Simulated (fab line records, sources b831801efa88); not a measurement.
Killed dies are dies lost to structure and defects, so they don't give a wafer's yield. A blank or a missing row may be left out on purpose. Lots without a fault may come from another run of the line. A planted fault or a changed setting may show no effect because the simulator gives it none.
fab line records | flow sky130
record lots=5 wafers=15 last_day=49
route steps=708 shown LDD_P@266 LDD_HVN@267 LDD_HVP@278 LDD_LDN@289 SPACER@304 POLY_CUT@307
lots that met no fault: from a run of the same line without faults
start_h: hours from the record's first day to the start of the lot's first wafer shown | wait_h: hours since the lot's step before | " the same as in the row above | L1.1+2: a row that stands for several wafers | - no value, or no start given | * or withheld: withheld | < > ~ a bound
route shown NAME@n: a module of which the file shows steps, and the number in the route of the first | usual: mean/standard deviation of fault-free wafers | same: alike in all rows | chamber/n: place in a boat | sites: the reading at each site | _std_site: their standard deviation | _edge_site: outer sites' mean less inner sites' | radius_mm: how far each site lies from the wafer's centre | mask NAME#n: copy n | behind: the tool/chamber that last shaped the wafer | hold: why the lot was held/for how many hours/how that ended | device: the transistor (n, p or np) that didn't switch | end of line: the same wafers' tests at the end of the route | a step without rows: its recipe alone | killed: dies lost to structure and defects at the first sort, not the wafer's yield | map: a wafer's dies, x killed, . not, _ none there
set.NAME: the setting as run; set.NAME@STEP: as run at that earlier step | model.NAME: the simulator's own value behind a step, which no gauge read
lots at some steps of the route; a table a step, a row a wafer
services: from which hour (start_h, from the record's first day; less than 0 if before it) a tool's chamber was out of use, for how many hours, and why
## steps
# step SKY_LDD_P_TW_MEAS_11
# usual LDD_P_TW=629/3.7
# columns lot.wafer tool chamber start_h wait_h LDD_P_TW
L075.2 film_metro-01 - 438.45 0.1 630
L075.3 " - " " 632
L075.6 " - " " 630
L079.1 film_metro-01 - 481.35 0.1 631
L079.4 " - " " 627
L079.6 " - " " 631
L081.1 film_metro-01 - 495.88 0.1 633
L081.5 " - " " 633
L081.6 " - " " 633
L082.1 film_metro-01 - 507.34 0.1 629
L082.4 " - " " 633
L082.5 " - " " 631
L090.3 film_metro-01 - 581.15 0.1 626
L090.4 " - " " 627
L090.6 " - " " 623
# step SKY_LDD_HVN_DEHYDRATE_00
# recipe temp_c=200 time_s=60
# columns lot.wafer tool chamber start_h wait_h
L075.2+3+6 litho_track-04 0 453.31 14.8
L079.1+4+6 litho_track-02 0 496.13 14.8
L081.1+5+6 litho_track-04 0 510.09 14.2
L082.1+4+5 litho_track-02 0 521.73 14.4
L090.3+4+6 litho_track-02 0 595.43 14.3
# step SKY_LDD_HVN_HMDS_01
# recipe prime_time_s=60 prime_temp_c=120
# columns lot.wafer tool chamber start_h wait_h
L075.2+3+6 litho_track-04 0 453.46 0.1
L079.1+4+6 litho_track-02 0 496.28 0.1
L081.1+5+6 litho_track-04 0 510.24 0.1
L082.1+4+5 litho_track-02 0 521.88 0.1
L090.3+4+6 litho_track-02 0 595.58 0.1
# step SKY_LDD_HVN_COAT_02
# recipe resist=NOVOLAK spin_rpm=3000 resist_thk_nm=300
# columns lot.wafer tool chamber start_h wait_h
L075.2+3+6 litho_track-04 0 453.61 0.1
L079.1+4+6 litho_track-02 0 496.43 0.1
L081.1+5+6 litho_track-04 0 510.39 0.1
L082.1+4+5 litho_track-02 0 522.03 0.1
L090.3+4+6 litho_track-02 0 595.73 0.1
# step SKY_LDD_HVN_SOFTBAKE_03
# recipe temp_c=90 time_s=60 resist=NOVOLAK
# columns lot.wafer tool chamber start_h wait_h
L075.2+3+6 litho_track-04 0 453.76 0.1
L079.1+4+6 litho_track-02 0 496.58 0.1
L081.1+5+6 litho_track-04 0 510.54 0.1
L082.1+4+5 litho_track-02 0 522.18 0.1
L090.3+4+6 litho_track-02 0 595.88 0.1
# step SKY_LDD_HVN_EXPOSE_04
# recipe mask_id=HVNTM na=0.6 source_shape=conventional sigma_outer=0.6 polarization=unpolarized target_cd_nm=700 dose_mj=127
# usual stage_vel_mm_s=500.03/0.25
# columns lot.wafer tool chamber start_h wait_h mask stage_vel_mm_s
L075.2 iline_stepper-01 0 - - HVNTM#0 499.83
L075.3 " 0 " " HVNTM#0 500.03
L075.6 " 0 " " HVNTM#0 499.90
L079.1 iline_stepper-01 0 - - HVNTM#0 500.18
L079.4 " 0 " " HVNTM#0 500.40
L079.6 " 0 " " HVNTM#0 500.06
L081.1 iline_stepper-01 0 - - HVNTM#0 500.04
L081.5 " 0 " " HVNTM#0 499.95
L081.6 " 0 " " HVNTM#0 499.94
L082.1 iline_stepper-01 0 - - HVNTM#0 500.08
L082.4 " 0 " " HVNTM#0 500.07
L082.5 " 0 " " HVNTM#0 499.94
L090.3 iline_stepper-01 0 - - HVNTM#0 500.36
L090.4 " 0 " " HVNTM#0 500.34
L090.6 " 0 " " HVNTM#0 499.99
# step SKY_LDD_HVN_PEB_05
# recipe temp_c=withheld time_s=* resist=NOVOLAK
# columns lot.wafer tool chamber start_h wait_h
L075.2+3+6 litho_track-01 0 - -
L079.1+4+6 litho_track-02 0 - -
L081.1+5+6 litho_track-02 0 - -
L082.1+4+5 litho_track-04 0 - -
L090.3+4+6 litho_track-02 0 - -
# step SKY_LDD_HVN_DEVELOP_06
# recipe resist=NOVOLAK developer=TMAH develop_time_s=60 dev_temp_c=23
# columns lot.wafer tool chamber start_h wait_h
L075.2+3+6 litho_track-01 0 468.88 0.1
L079.1+4+6 litho_track-02 0 511.28 0.1
L081.1+5+6 litho_track-02 0 525.68 0.1
L082.1+4+5 litho_track-04 0 537.09 0.1
L090.3+4+6 litho_track-02 0 610.03 0.1
# step SKY_LDD_HVN_OVL_MEAS_07
# usual LDD_HVN_OVL=0.0/1.3
# columns lot.wafer tool chamber start_h wait_h LDD_HVN_OVL[nm]
L075.2 overlay-02 - 469.01 0.1 -0.3
L075.3 " - " " 0.5
L075.6 " - " " -0.5
L079.1 overlay-01 - 511.43 0.1 0.4
L079.4 " - " " -0.9
L079.6 " - " " -0.7
L081.1 overlay-02 - 525.83 0.1 0.0
L081.5 " - " " -0.8
L081.6 " - " " -0.4
L082.1 overlay-02 - 537.24 0.1 1.2
L082.4 " - " " 0.4
L082.5 " - " " -1.5
L090.3 overlay-02 - 610.14 0.1 -0.2
L090.4 " - " " -1.7
L090.6 " - " " 2.3
# step SKY_LDD_HVN_IMPLANT_08
# recipe species=P energy_kev=60 dose_cm2=3e+13 tilt_deg=40
# usual tilt_deg=40.001/0.021
# columns lot.wafer tool chamber start_h wait_h tilt_deg
L075.2 implanter-04 0 469.06 0.0 39.982
L075.3 " 0 " " 40.009
L075.6 " 0 " " 40.007
L079.1 implanter-02 0 511.46 0.0 39.976
L079.4 " 0 " " 39.948
L079.6 " 0 " " 39.957
L081.1 implanter-04 0 525.86 0.0 40.024
L081.5 " 0 " " 39.993
L081.6 " 0 " " 40.044
L082.1 implanter-01 0 537.27 0.0 40.003
L082.4 " 0 " " 40.005
L082.5 " 0 " " 40.026
L090.3 implanter-01 0 610.21 0.1 39.997
L090.4 " 0 " " 39.995
L090.6 " 0 " " 39.963
# step SKY_LDD_HVN_STRIP_09
# recipe chemistry=O2/N2 power_w=1400 pressure_mtorr=1500 platen_temp_c=withheld o2_flow_sccm=3000 n2_flow_sccm=300 overash_fraction=0.5
# usual drypump_motor_current_A=5.8/0.46 oes_product_au=0.408/0.0049 strip_time_to_endpoint_s=4.133/0.015
# columns lot.wafer tool chamber start_h wait_h drypump_motor_current_A oes_product_au rf_hours_counter_h strip_time_to_endpoint_s
L075.2 plasma_asher-03 1 469.19 0.1 5.8 0.406 75 4.140
L075.3 " 1 " " 5.8 0.402 - 4.137
L075.6 " 1 " " 5.8 0.416 - 4.123
L079.1 plasma_asher-03 0 511.61 0.1 6.5 0.415 79 4.144
L079.4 " 0 " " 6.5 0.414 - 4.142
L079.6 " 0 " " 6.5 0.405 - 4.156
L081.1 plasma_asher-02 1 526.01 0.1 6.1 0.408 9 4.125
L081.5 " 0 " " 5.3 0.410 - 4.113
L081.6 " 1 " " 6.1 0.406 - 4.132
L082.1 plasma_asher-01 1 537.42 0.1 5.7 0.408 73 4.112
L082.4 " 0 " " 5.1 0.399 - 4.127
L082.5 " 0 " " 5.1 0.407 - 4.142
L090.3 plasma_asher-02 0 610.35 0.1 5.3 0.408 - 4.153
L090.4 " 1 " " 6.1 0.408 - 4.153
L090.6 " 1 " " 6.1 0.413 - 4.150
# step SKY_LDD_HVN_TW_MEAS_10
# usual LDD_HVN_TW=1424/11
# columns lot.wafer tool chamber start_h wait_h LDD_HVN_TW
L075.2 film_metro-03 - 469.30 0.1 1446
L075.3 " - " " 1453
L075.6 " - " " 1446
L079.1 film_metro-03 - 511.71 0.1 1438
L079.4 " - " " 1433
L079.6 " - " " 1428
L081.1 film_metro-03 - 526.11 0.1 1432
L081.5 " - " " 1437
L081.6 " - " " 1430
L082.1 film_metro-02 - 537.52 0.1 1417
L082.4 " - " " 1424
L082.5 " - " " 1417
L090.3 film_metro-02 - 610.43 0.1 1410
L090.4 " - " " 1404
L090.6 " - " " 1409
# step SKY_LDD_HVP_DEHYDRATE_00
# recipe temp_c=200 time_s=60
# columns lot.wafer tool chamber start_h wait_h
L075.2+3+6 litho_track-03 0 484.30 15.0
L079.1+4+6 litho_track-01 0 526.55 14.8
L081.1+5+6 litho_track-03 0 540.52 14.4
L082.1+4+5 litho_track-03 0 551.97 14.4
L090.3+4+6 litho_track-02 0 624.58 14.1
# step SKY_LDD_HVP_HMDS_01
# recipe prime_time_s=60 prime_temp_c=120
# columns lot.wafer tool chamber start_h wait_h
L075.2+3+6 litho_track-03 0 484.45 0.1
L079.1+4+6 litho_track-01 0 526.70 0.1
L081.1+5+6 litho_track-03 0 540.67 0.1
L082.1+4+5 litho_track-03 0 552.12 0.1
L090.3+4+6 litho_track-02 0 624.73 0.1
# step SKY_LDD_HVP_COAT_02
# recipe resist=NOVOLAK spin_rpm=3000 resist_thk_nm=300
# columns lot.wafer tool chamber start_h wait_h
L075.2+3+6 litho_track-03 0 484.60 0.1
L079.1+4+6 litho_track-01 0 526.85 0.1
L081.1+5+6 litho_track-03 0 540.82 0.1
L082.1+4+5 litho_track-03 0 552.27 0.1
L090.3+4+6 litho_track-02 0 624.88 0.1
# step SKY_LDD_HVP_SOFTBAKE_03
# recipe temp_c=90 time_s=60 resist=NOVOLAK
# columns lot.wafer tool chamber start_h wait_h
L075.2+3+6 litho_track-03 0 484.75 0.1
L079.1+4+6 litho_track-01 0 527.00 0.1
L081.1+5+6 litho_track-03 0 540.97 0.1
L082.1+4+5 litho_track-03 0 552.42 0.1
L090.3+4+6 litho_track-02 0 625.03 0.1
# step SKY_LDD_HVP_EXPOSE_04
# recipe mask_id=HVPTM na=0.6 source_shape=conventional sigma_outer=0.6 polarization=unpolarized target_cd_nm=700 dose_mj=86
# usual stage_vel_mm_s=499.95/0.29
# columns lot.wafer tool chamber start_h wait_h mask stage_vel_mm_s
L075.2 iline_stepper-01 0 - - HVPTM#0 500.55
L075.3 " 0 " " HVPTM#0 500.02
L075.6 " 0 " " HVPTM#0 499.67
L079.1 iline_stepper-02 0 - - HVPTM#0 499.93
L079.4 " 0 " " HVPTM#0 499.63
L079.6 " 0 " " HVPTM#0 499.81
L081.1 iline_stepper-01 0 - - HVPTM#0 500.13
L081.5 " 0 " " HVPTM#0 499.92
L081.6 " 0 " " HVPTM#0 499.64
L082.1 iline_stepper-02 0 - - HVPTM#0 500.39
L082.4 " 0 " " HVPTM#0 500.38
L082.5 " 0 " " HVPTM#0 500.41
L090.3 iline_stepper-02 0 - - HVPTM#0 500.66
L090.4 " 0 " " HVPTM#0 499.79
L090.6 " 0 " " HVPTM#0 500.17
# step SKY_LDD_HVP_PEB_05
# recipe temp_c=withheld time_s=* resist=NOVOLAK
# columns lot.wafer tool chamber start_h wait_h
L075.2+3+6 litho_track-02 0 - -
L079.1+4+6 litho_track-01 0 - -
L081.1+5+6 litho_track-01 0 - -
L082.1+4+5 litho_track-03 0 - -
L090.3+4+6 litho_track-02 0 - -
# step SKY_LDD_HVP_DEVELOP_06
# recipe resist=NOVOLAK developer=TMAH develop_time_s=60 dev_temp_c=23
# columns lot.wafer tool chamber start_h wait_h
L075.2+3+6 litho_track-02 0 499.85 0.1
L079.1+4+6 litho_track-01 0 541.60 0.1
L081.1+5+6 litho_track-01 0 555.90 0.1
L082.1+4+5 litho_track-03 0 566.92 0.1
L090.3+4+6 litho_track-02 0 639.23 0.1
# step SKY_LDD_HVP_OVL_MEAS_07
# usual LDD_HVP_OVL=-0.2/1.3
# columns lot.wafer tool chamber start_h wait_h LDD_HVP_OVL[nm]
L075.2 overlay-02 - 499.98 0.1 -1.3
L075.3 " - " " 0.7
L075.6 " - " " -1.2
L079.1 overlay-02 - 541.75 0.1 0.8
L079.4 " - " " 1.9
L079.6 " - " " -0.4
L081.1 overlay-02 - 556.05 0.1 1.5
L081.5 " - " " 0.3
L081.6 " - " " -0.9
L082.1 overlay-01 - 567.07 0.1 1.4
L082.4 " - " " 0.9
L082.5 " - " " -0.9
L090.3 overlay-01 - 639.34 0.1 -0.5
L090.4 " - " " -0.2
L090.6 " - " " 1.0
# step SKY_LDD_HVP_IMPLANT_08
# recipe species=B energy_kev=20 dose_cm2=1.7e+13 tilt_deg=17.9
# usual tilt_deg=17.906/0.021
# columns lot.wafer tool chamber start_h wait_h tilt_deg
L075.2 implanter-04 0 500.04 0.0 17.885
L075.3 " 0 " " 17.894
L075.6 " 0 " " 17.911
L079.1 implanter-01 0 541.79 0.0 17.903
L079.4 " 0 " " 17.938
L079.6 " 0 " " 17.913
L081.1 implanter-01 0 556.09 0.0 17.913
L081.5 " 0 " " 17.936
L081.6 " 0 " " 17.893
L082.1 implanter-01 0 567.11 0.0 17.898
L082.4 " 0 " " 17.909
L082.5 " 0 " " 17.928
L090.3 implanter-03 0 639.41 0.1 17.874
L090.4 " 0 " " 17.920
L090.6 " 0 " " 17.919
# step SKY_LDD_HVP_STRIP_09
# recipe chemistry=O2/N2 power_w=1400 pressure_mtorr=1500 platen_temp_c=withheld o2_flow_sccm=3000 n2_flow_sccm=300 overash_fraction=0.5
# usual drypump_motor_current_A=5.7/0.33 oes_product_au=0.408/0.0045 strip_time_to_endpoint_s=4.136/0.016
# columns lot.wafer tool chamber start_h wait_h drypump_motor_current_A oes_product_au rf_hours_counter_h strip_time_to_endpoint_s
L075.2 plasma_asher-02 1 500.16 0.1 6.1 0.411 7 4.139
L075.3 " 0 " " 5.3 0.418 - 4.124
L075.6 " 0 " " 5.3 0.413 - 4.155
L079.1 plasma_asher-02 0 541.94 0.1 5.3 0.397 11 4.140
L079.4 " 1 " " 6.1 0.411 - 4.165
L079.6 " 1 " " 6.1 0.411 - 4.158
L081.1 plasma_asher-02 0 556.24 0.1 5.3 0.401 12 4.145
L081.5 " 1 " " 6.1 0.414 - 4.124
L081.6 " 0 " " 5.3 0.404 - 4.121
L082.1 plasma_asher-02 1 567.26 0.1 6.1 0.403 14 4.126
L082.4 " 1 " " 6.1 0.414 - 4.123
L082.5 " 0 " " 5.3 0.407 - 4.123
L090.3 plasma_asher-01 0 639.55 0.1 5.1 0.421 - 4.124
L090.4 " 1 " " 5.8 0.412 - 4.135
L090.6 " 1 " " 5.7 0.415 - 4.130
# step SKY_LDD_HVP_TW_MEAS_10
# usual LDD_HVP_TW=456/3.8
# columns lot.wafer tool chamber start_h wait_h LDD_HVP_TW
L075.2 film_metro-02 - 500.27 0.1 447
L075.3 " - " " 449
L075.6 " - " " 451
L079.1 film_metro-03 - 542.04 0.1 458
L079.4 " - " " 458
L079.6 " - " " 457
L081.1 film_metro-03 - 556.34 0.1 457
L081.5 " - " " 457
L081.6 " - " " 456
L082.1 film_metro-03 - 567.36 0.1 457
L082.4 " - " " 454
L082.5 " - " " 459
L090.3 film_metro-03 - 639.63 0.1 458
L090.4 " - " " 458
L090.6 " - " " 456
# step SKY_LDD_LDN_DEHYDRATE_00
# recipe temp_c=200 time_s=60
# columns lot.wafer tool chamber start_h wait_h
L075.2+3+6 litho_track-01 0 514.68 14.4
L079.1+4+6 litho_track-03 0 556.72 14.7
L081.1+5+6 litho_track-01 0 570.70 14.4
L082.1+4+5 litho_track-04 0 581.59 14.2
L090.3+4+6 litho_track-04 0 653.79 14.1
# step SKY_LDD_LDN_HMDS_01
# recipe prime_time_s=60 prime_temp_c=120
# columns lot.wafer tool chamber start_h wait_h
L075.2+3+6 litho_track-01 0 514.83 0.1
L079.1+4+6 litho_track-03 0 556.87 0.1
L081.1+5+6 litho_track-01 0 570.85 0.1
L082.1+4+5 litho_track-04 0 581.74 0.1
L090.3+4+6 litho_track-04 0 653.94 0.1
# step SKY_LDD_LDN_COAT_02
# recipe resist=NOVOLAK spin_rpm=3000 resist_thk_nm=1140
# columns lot.wafer tool chamber start_h wait_h
L075.2+3+6 litho_track-01 0 514.98 0.1
L079.1+4+6 litho_track-03 0 557.02 0.1
L081.1+5+6 litho_track-01 0 571.00 0.1
L082.1+4+5 litho_track-04 0 581.89 0.1
L090.3+4+6 litho_track-04 0 654.09 0.1
# step SKY_LDD_LDN_SOFTBAKE_03
# recipe temp_c=90 time_s=60 resist=NOVOLAK
# columns lot.wafer tool chamber start_h wait_h
L075.2+3+6 litho_track-01 0 515.13 0.1
L079.1+4+6 litho_track-03 0 557.17 0.1
L081.1+5+6 litho_track-01 0 571.15 0.1
L082.1+4+5 litho_track-04 0 582.04 0.1
L090.3+4+6 litho_track-04 0 654.24 0.1
# step SKY_LDD_LDN_EXPOSE_04
# recipe mask_id=LDNTM na=0.6 source_shape=conventional sigma_outer=0.6 polarization=unpolarized target_cd_nm=700 dose_mj=140
# usual stage_vel_mm_s=500.01/0.24
# columns lot.wafer tool chamber start_h wait_h mask stage_vel_mm_s
L075.2 iline_stepper-01 0 - - LDNTM#0 499.88
L075.3 " 0 " " LDNTM#0 499.98
L075.6 " 0 " " LDNTM#0 499.70
L079.1 iline_stepper-01 0 - - LDNTM#0 499.77
L079.4 " 0 " " LDNTM#0 499.49
L079.6 " 0 " " LDNTM#0 500.13
L081.1 iline_stepper-02 0 - - LDNTM#0 500.02
L081.5 " 0 " " LDNTM#0 499.92
L081.6 " 0 " " LDNTM#0 500.20
L082.1 iline_stepper-02 0 - - LDNTM#0 500.11
L082.4 " 0 " " LDNTM#0 499.80
L082.5 " 0 " " LDNTM#0 500.15
L090.3 iline_stepper-02 0 - - LDNTM#0 500.03
L090.4 " 0 " " LDNTM#0 500.15
L090.6 " 0 " " LDNTM#0 500.25
# step SKY_LDD_LDN_PEB_05
# recipe temp_c=withheld time_s=* resist=NOVOLAK
# columns lot.wafer tool chamber start_h wait_h
L075.2+3+6 litho_track-03 0 - -
L079.1+4+6 litho_track-01 0 - -
L081.1+5+6 litho_track-04 0 - -
L082.1+4+5 litho_track-01 0 - -
L090.3+4+6 litho_track-04 0 - -
# step SKY_LDD_LDN_DEVELOP_06
# recipe resist=NOVOLAK developer=TMAH develop_time_s=60 dev_temp_c=23
# columns lot.wafer tool chamber start_h wait_h
L075.2+3+6 litho_track-03 0 530.65 0.1
L079.1+4+6 litho_track-01 0 571.75 0.1
L081.1+5+6 litho_track-04 0 585.94 0.1
L082.1+4+5 litho_track-01 0 596.80 0.1
L090.3+4+6 litho_track-04 0 667.59 0.1
# step SKY_LDD_LDN_OVL_MEAS_07
# usual LDD_LDN_OVL=0.3/1.7
# columns lot.wafer tool chamber start_h wait_h LDD_LDN_OVL[nm]
L075.2 overlay-01 - 530.78 0.1 1.4
L075.3 " - " " -1.3
L075.6 " - " " 0.0
L079.1 overlay-01 - 571.90 0.1 -0.2
L079.4 " - " " -0.1
L079.6 " - " " -2.2
L081.1 overlay-01 - 586.09 0.1 1.5
L081.5 " - " " 1.9
L081.6 " - " " -0.6
L082.1 overlay-01 - 596.95 0.1 0.6
L082.4 " - " " 2.3
L082.5 " - " " 1.5
L090.3 overlay-01 - 667.70 0.1 3.2
L090.4 " - " " 1.6
L090.6 " - " " 0.8
# step SKY_LDD_LDN_IMPLANT_08
# recipe species=As energy_kev=15 dose_cm2=1.25e+13 tilt_deg=withheld rotation_deg=23
# columns lot.wafer tool chamber start_h wait_h
L075.2+3+6 implanter-02 0 530.83 0.0
L079.1+4+6 implanter-01 0 571.94 0.0
L081.1+5+6 implanter-02 0 586.12 0.0
L082.1+4+5 implanter-03 0 596.99 0.0
L090.3+4+6 implanter-01 0 667.77 0.1
# step SKY_LDD_LDN_IMPLANT_09
# recipe species=As energy_kev=15 dose_cm2=1.25e+13 tilt_deg=withheld rotation_deg=113
# columns lot.wafer tool chamber start_h wait_h
L075.2+3+6 implanter-02 0 530.98 0.1
L079.1+4+6 implanter-01 0 572.09 0.1
L081.1+5+6 implanter-02 0 586.27 0.1
L082.1+4+5 implanter-03 0 597.14 0.1
L090.3+4+6 implanter-01 0 667.92 0.1
# step SKY_LDD_LDN_IMPLANT_10
# recipe species=As energy_kev=15 dose_cm2=1.25e+13 tilt_deg=withheld rotation_deg=203
# columns lot.wafer tool chamber start_h wait_h
L075.2+3+6 implanter-02 0 531.13 0.1
L079.1+4+6 implanter-01 0 572.24 0.1
L081.1+5+6 implanter-02 0 586.42 0.1
L082.1+4+5 implanter-03 0 597.29 0.1
L090.3+4+6 implanter-01 0 668.07 0.1
# step SKY_LDD_LDN_IMPLANT_11
# recipe species=As energy_kev=15 dose_cm2=1.25e+13 tilt_deg=withheld rotation_deg=293
# columns lot.wafer tool chamber start_h wait_h
L075.2+3+6 implanter-02 0 531.28 0.1
L079.1+4+6 implanter-01 0 572.39 0.1
L081.1+5+6 implanter-02 0 586.57 0.1
L082.1+4+5 implanter-03 0 597.44 0.1
L090.3+4+6 implanter-01 0 668.22 0.1
# step SKY_LDD_LDN_STRIP_12
# recipe chemistry=O2/N2 power_w=1400 pressure_mtorr=1500 platen_temp_c=withheld o2_flow_sccm=3000 n2_flow_sccm=300 overash_fraction=0.5
# usual drypump_motor_current_A=5.7/0.38 oes_product_au=0.715/0.0047 strip_time_to_endpoint_s=14.19/0.049
# columns lot.wafer tool chamber start_h wait_h drypump_motor_current_A oes_product_au rf_hours_counter_h strip_time_to_endpoint_s
L075.2 plasma_asher-03 1 531.41 0.1 5.8 0.714 81 14.22
L075.3 " 0 " " 6.5 0.709 - 14.25
L075.6 " 1 " " 5.8 0.715 - 14.19
L079.1 plasma_asher-04 1 572.54 0.1 5.9 0.714 45 14.19
L079.4 " 1 " " 5.9 0.710 - 14.21
L079.6 " 1 " " 5.9 0.712 - 14.19
L081.1 plasma_asher-01 0 586.72 0.1 5.1 0.707 78 14.21
L081.5 " 0 " " 5.1 0.726 - 14.26
L081.6 " 1 " " 5.7 0.715 - 14.20
L082.1 plasma_asher-04 0 597.59 0.1 5.7 0.716 48 14.17
L082.4 " 0 " " 5.7 0.720 - 14.19
L082.5 " 0 " " 5.7 0.714 - 14.20
L090.3 plasma_asher-03 1 668.36 0.1 5.8 0.712 - 14.27
L090.4 " 0 " " 6.5 0.716 - 14.28
L090.6 " 1 " " 5.8 0.715 - 14.24
# step SKY_LDD_LDN_TW_MEAS_13
# usual LDD_LDN_TW=1471/8.9
# columns lot.wafer tool chamber start_h wait_h LDD_LDN_TW
L075.2 film_metro-01 - 531.52 0.1 1466
L075.3 " - " " 1468
L075.6 " - " " 1468
L079.1 film_metro-01 - 572.64 0.1 1457
L079.4 " - " " 1460
L079.6 " - " " 1461
L081.1 film_metro-03 - 586.82 0.1 1480
L081.5 " - " " 1482
L081.6 " - " " 1488
L082.1 film_metro-04 - 597.69 0.1 1457
L082.4 " - " " 1460
L082.5 " - " " 1464
L090.3 film_metro-03 - 668.44 0.1 1490
L090.4 " - " " 1481
L090.6 " - " " 1487
# step SKY_LDD_LDN_CLEAN_14
# recipe chemistry=SC1/SC2 mix=1:4:20 temp_c=70 time_s=150 dry=n2_spin
# columns lot.wafer tool chamber start_h wait_h
L075.2+3+6 wet_bench-03 1 531.57 0.0
L079.1+4+6 wet_bench-02 0 572.70 0.1
L081.1+5+6 wet_bench-01 3 586.88 0.1
L082.1+4+5 wet_bench-03 0 597.75 0.1
L090.3+4+6 wet_bench-02 1 668.48 0.0
# step SKY_SPACER_CVD_00
# recipe material=Si3N4 precursor=DCS/NH3 target_thk_nm=43.1 temp_c=770 time_s=740 pressure_mtorr=250
# usual zone_power_lower_pct=13.08/0.16
# columns lot.wafer tool chamber start_h wait_h zone_power_lower_pct
L075.2 lpcvd-02 0 531.62 0.0 13.14
L075.3 " 0 " " 13.33
L075.6 " 0 " " 12.94
L079.1 lpcvd-02 1 573.10 0.3 13.07
L079.4 " 1 " " 13.18
L079.6 " 1 " " 13.12
L081.1 lpcvd-02 1 586.95 0.0 12.92
L081.5 " 1 " " 12.77
L081.6 " 1 " " 13.11
L082.1 lpcvd-02 0 598.13 0.3 13.06
L082.4 " 0 " " 13.10
L082.5 " 0 " " 13.03
L090.3 lpcvd-02 1 668.53 0.0 12.96
L090.4 " 1 " " 12.94
L090.6 " 1 " " 12.97
# step SKY_SPACER_THK_MEAS_01
# recipe reads=Si3N4_of_SPACER_CVD_00
# usual SPACER_CVD_00_THK=42.7/0.34
# columns lot.wafer tool chamber start_h wait_h SPACER_CVD_00_THK[nm]
L075.2 film_metro-01 - 532.83 0.0 42.6
L075.3 " - " " 42.9
L075.6 " - " " 43.1
L079.1 film_metro-04 - 574.30 0.0 43.0
L079.4 " - " " 42.9
L079.6 " - " " 42.7
L081.1 film_metro-04 - 588.16 0.0 42.5
L081.5 " - " " 42.3
L081.6 " - " " 42.3
L082.1 film_metro-01 - 599.33 0.0 42.1
L082.4 " - " " 42.4
L082.5 " - " " 42.3
L090.3 film_metro-04 - 669.76 0.0 42.8
L090.4 " - " " 43.1
L090.6 " - " " 42.9
# step SKY_SPACER_ETCHBACK_02
# recipe chemistry=CH3F/O2 target=Si3N4 stop_on=SiO2 source_w=400 bias_w=80 pressure_mtorr=25 ch3f_flow_sccm=40 O2_flow_sccm=30 time_s=46.7 target_depth_a=450
# usual drypump_motor_current_A=5.5/0.36 oes_product_au=0.851/0.0058 throttle_valve_pct=10.562/0.01
# columns lot.wafer tool chamber start_h wait_h drypump_motor_current_A oes_product_au rf_hours_counter_h throttle_valve_pct
L075.2 rie_diel-02 0 532.88 0.0 5.2 0.845 54 10.559
L075.3 " 3 " " 5.4 0.858 32 10.572
L075.6 " 2 " " 6.0 0.854 - 10.569
L079.1 rie_diel-01 0 574.36 0.1 6.0 0.852 23 10.557
L079.4 " 2 " " 5.7 0.854 66 10.569
L079.6 " 0 " " 5.9 0.855 - 10.556
L081.1 rie_diel-02 0 588.22 0.1 5.2 0.845 55 10.565
L081.5 " 3 " " 5.4 0.848 - 10.563
L081.6 " 0 " " 5.2 0.844 - 10.560
L082.1 rie_diel-01 0 599.39 0.1 6.0 0.845 23 10.558
L082.4 " 3 " " 5.4 0.847 - 10.551
L082.5 " 2 " " 5.7 0.843 - 10.568
L090.3 rie_diel-02 0 669.80 0.0 5.2 0.850 57 10.552
L090.4 " 3 " " 5.5 0.856 35 10.559
L090.6 " 0 " " 5.2 0.860 - 10.559
# step SKY_POLY_CUT_DEHYDRATE_00
# recipe temp_c=200 time_s=60
# columns lot.wafer tool chamber start_h wait_h
L075.2+3+6 litho_track-04 0 547.76 14.9
L079.1+4+6 litho_track-02 0 588.93 14.5
L081.1+5+6 litho_track-03 0 601.67 13.4
L082.1+4+5 litho_track-04 0 613.09 13.7
L090.3+4+6 litho_track-03 0 683.47 13.7
# step SKY_POLY_CUT_HMDS_01
# recipe prime_time_s=60 prime_temp_c=120
# columns lot.wafer tool chamber start_h wait_h
L075.2+3+6 litho_track-04 0 547.91 0.1
L079.1+4+6 litho_track-02 0 589.08 0.1
L081.1+5+6 litho_track-03 0 601.82 0.1
L082.1+4+5 litho_track-04 0 613.24 0.1
L090.3+4+6 litho_track-03 0 683.62 0.1
# step SKY_POLY_CUT_COAT_02
# recipe resist=BARC temp_c=withheld time_s=withheld spin_rpm=3000 resist_thk_nm=60
# columns lot.wafer tool chamber start_h wait_h
L075.2+3+6 litho_track-04 0 548.06 0.1
L079.1+4+6 litho_track-02 0 589.23 0.1
L081.1+5+6 litho_track-03 0 601.97 0.1
L082.1+4+5 litho_track-04 0 613.39 0.1
L090.3+4+6 litho_track-03 0 683.77 0.1
# step SKY_POLY_CUT_COAT_03
# recipe resist=KrF-thick spin_rpm=3000 resist_thk_nm=450
# columns lot.wafer tool chamber start_h wait_h
L075.2+3+6 litho_track-04 0 - -
L079.1+4+6 litho_track-02 0 - -
L081.1+5+6 litho_track-03 0 - -
L082.1+4+5 litho_track-04 0 - -
L090.3+4+6 litho_track-03 0 - -
# step SKY_POLY_CUT_SOFTBAKE_04
# recipe temp_c=100 time_s=90 resist=KrF-thick
# columns lot.wafer tool chamber start_h wait_h
L075.2+3+6 litho_track-04 0 - -
L079.1+4+6 litho_track-02 0 - -
L081.1+5+6 litho_track-03 0 - -
L082.1+4+5 litho_track-04 0 - -
L090.3+4+6 litho_track-03 0 - -
## services
# columns tool chamber start_h hours kind
rie_diel-01 0 449.84 74.5 repair
implanter-03 - 457.98 5.5 pm
implanter-01 - 458.81 1.2 repair
implanter-03 - 480.60 6.3 repair
lpcvd-02 - 483.20 0.5 repair
rie_diel-01 1 493.47 4.6 repair
plasma_asher-03 - 501.43 2.8 pm
implanter-04 - 517.82 3.8 repair
iline_stepper-02 - 521.43 1.7 pm
iline_stepper-01 - 538.29 1.7 pm
implanter-04 - 538.53 4.4 repair
iline_stepper-01 - 548.95 4.4 pm
implanter-04 - 551.31 2.2 repair
implanter-03 - 585.79 9.0 pm
plasma_asher-04 - 595.33 1.9 repair
rie_diel-01 1 597.98 13.6 repair
plasma_asher-04 - 616.86 3.0 repair
rie_diel-01 0 628.40 5.2 repair
rie_diel-02 - 638.78 5.4 repair
rie_diel-01 3 640.50 3.9 repair
lpcvd-02 - 648.54 6.0 pm
rie_diel-01 2 656.19 2.5 repair
plasma_asher-01 - 659.03 2.8 pm
rie_diel-02 - 678.79 2.8 pm
## key
fault none
